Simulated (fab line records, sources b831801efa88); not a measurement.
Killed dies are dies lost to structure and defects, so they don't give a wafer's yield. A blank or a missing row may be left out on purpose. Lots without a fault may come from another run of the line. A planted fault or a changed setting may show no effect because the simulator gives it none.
Chamber matching | flow gf180mcu | GF_STI_CMP_25 on cmp-02: 4 sister chambers
The step polishes, stops on Si3N4, t overpolish 33 s, target thk 524.6 nm. 7 wafers are shown with their chamber, then 7 later ones without.

WAFERS WITH THEIR CHAMBER
wafer  | chamber | motor_current_A (A) | edge_zone_pressure_frac
L317.1 | 1       | 12.0                | 0.999
L317.3 | 0       | 10.1                | 1.002
L317.4 | 3       | 10.8                | 0.994
L326.2 | 3       | 11.0                | 1.009
L327.6 | 2       | 13.3                | 1.002
L333.1 | 2       | 12.7                | 1.001
L333.2 | 1       | 12.1                | 0.997

WAFERS WITHOUT THEIR CHAMBER
wafer  | motor_current_A (A) | edge_zone_pressure_frac
L333.5 | 10.8                | 0.992
L335.2 | 10.7                | 1.002
L335.5 | 12.4                | 0.998
L335.6 | 10.9                | 1.002
L336.1 | 11.6                | 1.000
L336.2 | 11.8                | 0.993
L336.3 | 12.7                | 0.993

WHICH CHAMBER EACH WENT THROUGH
wafer  | from the rows above     | in truth
L333.5 | can't be placed: 3 or 0 | 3
L335.2 | can't be placed: 3 or 0 | 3
L335.5 | can't be placed: 1 or 2 | 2
L335.6 | 3                       | 3
L336.1 | can't be placed: 1 or 3 | 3
L336.2 | 1                       | 1
L336.3 | can't be placed: 2 or 1 | 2
Placed correctly: 2 of 7. Can't be placed from these rows: 5 (the true chamber is among the candidates in 5). Placed wrongly: 0.
How it was worked out, from the rows above alone: a wafer's distance from a chamber is the root of the sum, over the readings, of the square of ((its reading less the chamber's mean) divided by the reading's scatter). The wafer belongs to the nearest chamber; if the next one is less than 2 further off, it can't be placed. A chamber's mean is the mean of its shown wafers. The scatter: the root of (the sum of the squares of (reading less its chamber's mean) over the shown wafers, divided by (wafers less chambers)).
